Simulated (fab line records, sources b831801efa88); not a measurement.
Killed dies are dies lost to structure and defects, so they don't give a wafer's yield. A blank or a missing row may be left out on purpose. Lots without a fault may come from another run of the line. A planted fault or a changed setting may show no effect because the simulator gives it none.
Which tool did it? | flow gf180mcu | 15 lots, 45 wafers sampled, at 4 steps of a route of 602

WHAT THE GAUGES READ, wafer by wafer
GF_M1_THK_MEAS_06: measures by xrf. Usual: M1_ALCU_THK 452 nm, standard deviation 6.2.
lot  | measured     | on            | M1_ALCU_THK (nm) | flag
L296 | day 15 20:47 | film_metro-01 | 448 451 450      |
L297 | day 16 00:07 | film_metro-01 | 462 458 456      |
L298 | day 16 09:33 | film_metro-01 | 442 446 436      |
L299 | day 17 00:29 | film_metro-01 | 451 453 453      |
L300 | day 17 02:40 | film_metro-01 | 450 452 448      |
L301 | day 17 09:37 | film_metro-02 | 458 451 454      |
L303 | day 18 09:41 | film_metro-01 | 447 450 449      |
L307 | day 20 20:02 | film_metro-01 | 449 457 451      |
L313 | day 23 04:31 | film_metro-01 | 459 449 457      |
L316 | day 23 16:37 | film_metro-01 | 449 455 450      |
L318 | day 23 22:49 | film_metro-03 | 456 457 464      |
L317 | day 24 03:02 | film_metro-02 | 463 456 463      |

GF_M1_CD_MEAS_14: target cd 230 nm. Usual: cd_nm 230.3 nm, standard deviation 1.3.
lot  | measured     | on        | cd_nm (nm)        | flag
L296 | day 16 17:40 | cd_sem-01 | 229.7 229.2 228.8 |
L297 | day 16 22:11 | cd_sem-02 | 229.8 230.6 230.5 |
L298 | day 17 08:07 | cd_sem-01 | 229.3 229.6 230.7 |
L299 | day 17 23:23 | cd_sem-02 | 228.9 230.2 228.4 |
L300 | day 18 02:15 | cd_sem-02 | 229.7 230.4 231.2 |
L301 | day 18 09:16 | cd_sem-01 | 229.1 229.1 229.5 |
L303 | day 19 09:38 | cd_sem-01 | 230.8 229.3 229.8 |
L307 | day 21 19:37 | cd_sem-02 | 230.5 228.7 229.8 |
L313 | day 24 02:47 | cd_sem-01 | 231.3 230.4 230.5 |
L316 | day 24 14:35 | cd_sem-02 | 231.4 230.5 228.7 |
L318 | day 24 20:47 | cd_sem-02 | 230.1 230.9 230.7 |
L317 | day 25 00:25 | cd_sem-01 | 232.6 232.6 232.7 |

WHICH TOOL RAN EACH LOT (tool, then ch and the chambers of the sampled wafers, then the start)
lot  | GF_SAB_EXPOSE_06                    | GF_SALICIDE_RTA_06
L296 | iline_stepper-01 ch 0, day 14 09:20 | rtp_anneal-01 ch 0, day 14 20:10
L297 | iline_stepper-02 ch 0, day 14 12:58 | rtp_anneal-02 ch 0, day 15 00:12
L298 | iline_stepper-01 ch 0, day 14 22:35 | rtp_anneal-02 ch 0, day 15 10:11
L299 | iline_stepper-02 ch 0, day 15 12:43 | rtp_anneal-02 ch 0, day 15 23:51
L300 | iline_stepper-02 ch 0, day 15 15:06 | rtp_anneal-01 ch 0, day 16 02:19
L301 | iline_stepper-01 ch 0, day 15 22:14 | rtp_anneal-02 ch 0, day 16 08:38
L303 | iline_stepper-02 ch 0, day 16 20:42 | rtp_anneal-02 ch 0, day 17 07:52
L304 | iline_stepper-02, day 17 12:16      | -
L305 | iline_stepper-02, day 18 05:14      | -
L306 | iline_stepper-02, day 18 10:15      | -
L307 | iline_stepper-02 ch 0, day 19 04:58 | rtp_anneal-01 ch 0, day 19 17:20
L313 | iline_stepper-01 ch 0, day 21 14:26 | rtp_anneal-02 ch 0, day 22 02:45
L316 | iline_stepper-01 ch 0, day 22 02:50 | rtp_anneal-01 ch 0, day 22 14:51
L318 | iline_stepper-02 ch 0, day 22 09:57 | rtp_anneal-01 ch 0, day 22 21:57
L317 | iline_stepper-02 ch 0, day 22 12:41 | rtp_anneal-02 ch 0, day 23 01:08
- GF_SAB_EXPOSE_06: exposes mask SAB, target cd 420 nm.
- GF_SALICIDE_RTA_06: time 30 s.

WHAT THE TOOLS THEMSELVES READ (means of the sampled wafers that have a number; where no wafer has one, the mark that the record gives instead)
GF_SAB_EXPOSE_06. Usual: exposure_dose_mJ_cm2 140.02, standard deviation 0.15; focus_offset_nm -0.1 nm, standard deviation 0.46.
lot  | tool             | exposure_dose_mJ_cm2 | focus_offset_nm (nm) | flag
L296 | iline_stepper-01 | 140.00               | 0.1                  |
L297 | iline_stepper-02 | 140.19               | -0.2                 |
L298 | iline_stepper-01 | 139.91               | -0.1                 |
L299 | iline_stepper-02 | 140.00               | 0.2                  |
L300 | iline_stepper-02 | 139.97               | -0.2                 |
L301 | iline_stepper-01 | 140.16               | -0.3                 |
L303 | iline_stepper-02 | 140.15               | -0.3                 |
L304 | iline_stepper-02 | -                    | -                    | OFF
L305 | iline_stepper-02 | -                    | -                    | OFF
L306 | iline_stepper-02 | -                    | -                    | OFF
L307 | iline_stepper-02 | 140.03               | 0.2                  |
L313 | iline_stepper-01 | 140.22               | 0.0                  |
L316 | iline_stepper-01 | 139.95               | 0.5                  |
L318 | iline_stepper-02 | 140.04               | -0.5                 |
L317 | iline_stepper-02 | 140.04               | -0.2                 |

GF_SALICIDE_RTA_06. Usual: lamp_power_pct 6.0 %, standard deviation 0.45; wafer_temp_C_max 531.6, standard deviation 0.45.
lot  | tool          | lamp_power_pct (%) | wafer_temp_C_max | flag
L296 | rtp_anneal-01 | 6.6                | 531.8            |
L297 | rtp_anneal-02 | 5.7                | 531.7            |
L298 | rtp_anneal-02 | 5.7                | 531.6            |
L299 | rtp_anneal-02 | 5.7                | 531.9            |
L300 | rtp_anneal-01 | 6.6                | 531.0            |
L301 | rtp_anneal-02 | 5.7                | 531.7            |
L303 | rtp_anneal-02 | 5.7                | 531.7            |
L307 | rtp_anneal-01 | 6.6                | 531.3            |
L313 | rtp_anneal-02 | 5.7                | 531.8            |
L316 | rtp_anneal-01 | 6.6                | 531.6            |
L318 | rtp_anneal-01 | 6.6                | 531.3            |
L317 | rtp_anneal-02 | 5.7                | 531.8            |

THE ANSWER, worked out from the rows above alone
Rule: a lot is off if the mean of its wafers that have a number lies more than 3 standard deviations from the usual mean. A lot without any number at a reading at which 4 lots or more have one is off too. The other lots that the step has rows for count as sound. The gauges are gone through in route order, then the tools' own readings, and for those a lot's mean is taken as printed above. The first step at which some lot is off is used, and at that step the reading that is off furthest; a lot without a number counts as furthest.
Off: L304, L305, L306, at GF_SAB_EXPOSE_06 (exposure_dose_mJ_cm2). Without a number there: L304, L305, L306.
A tool fits if, at that step or a process step before it, it ran every lot that is off, and no sound lot after the first of them. None of those tried fits.

WHAT THE SIMULATOR HAD PUT IN
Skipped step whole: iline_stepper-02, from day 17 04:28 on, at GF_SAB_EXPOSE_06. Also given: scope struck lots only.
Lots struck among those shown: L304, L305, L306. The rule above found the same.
